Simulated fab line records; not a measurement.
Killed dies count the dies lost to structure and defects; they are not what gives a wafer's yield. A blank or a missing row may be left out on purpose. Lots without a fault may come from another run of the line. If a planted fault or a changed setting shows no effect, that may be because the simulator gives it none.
Matching of chambers + flow sky130 + SKY_POLY_CUT_ETCH_10 on rie-diel-04 has 4 sister chambers
The step etches BARC in N2/H2, stops on SiO2, time 45.9 s, target depth 60 nm. 4 wafers are shown with their chamber, then 7 later ones without.

== EACH WAFER AND ITS CHAMBER ==
| wafer  | chamber | drypump-motor-current-A (A) |
|--------|---------|-----------------------------|
| L088.2 | 2       | 6.2                         |
| L089.5 | 0       | 5.2                         |
| L090.4 | 3       | 6.4                         |
| L090.5 | 1       | 5.7                         |

== WAFERS WHOSE CHAMBER IS MISSING ==
| wafer  | drypump-motor-current-A (A) |
|--------|-----------------------------|
| L090.6 | 5.3                         |
| L096.3 | 5.3                         |
| L096.4 | 6.3                         |
| L096.5 | 5.3                         |
| L097.1 | 5.2                         |
| L097.3 | 6.4                         |
| L097.4 | 6.4                         |

== WHICH CHAMBER EACH ONE RAN IN ==
| wafer  | from the rows above     | in truth |
|--------|-------------------------|----------|
| L090.6 | 0                       | 0        |
| L096.3 | 0                       | 0        |
| L096.4 | can't be placed: 2 or 3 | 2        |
| L096.5 | 0                       | 0        |
| L097.1 | 0                       | 0        |
| L097.3 | 3                       | 3        |
| L097.4 | 3                       | 3        |
Correct placement for 6 of the 7. Can't be placed from these rows: 1 (the true chamber is among the candidates in 1). Wrongly placed: 0.
How it was worked out, from the rows above alone: a wafer's distance from a chamber is the root of the sum, over the readings, of the square of ((its reading less the chamber's mean) divided by the reading's scatter). If the next closest chamber is less than 2 further off than the closest, the wafer can't be placed; otherwise it belongs to the closest. The mean given for a chamber averages the wafers shown for that chamber. The scatter (one wafer shown for each chamber): square how far every hidden wafer sits from the nearest shown wafer, average those squares and take the square root.
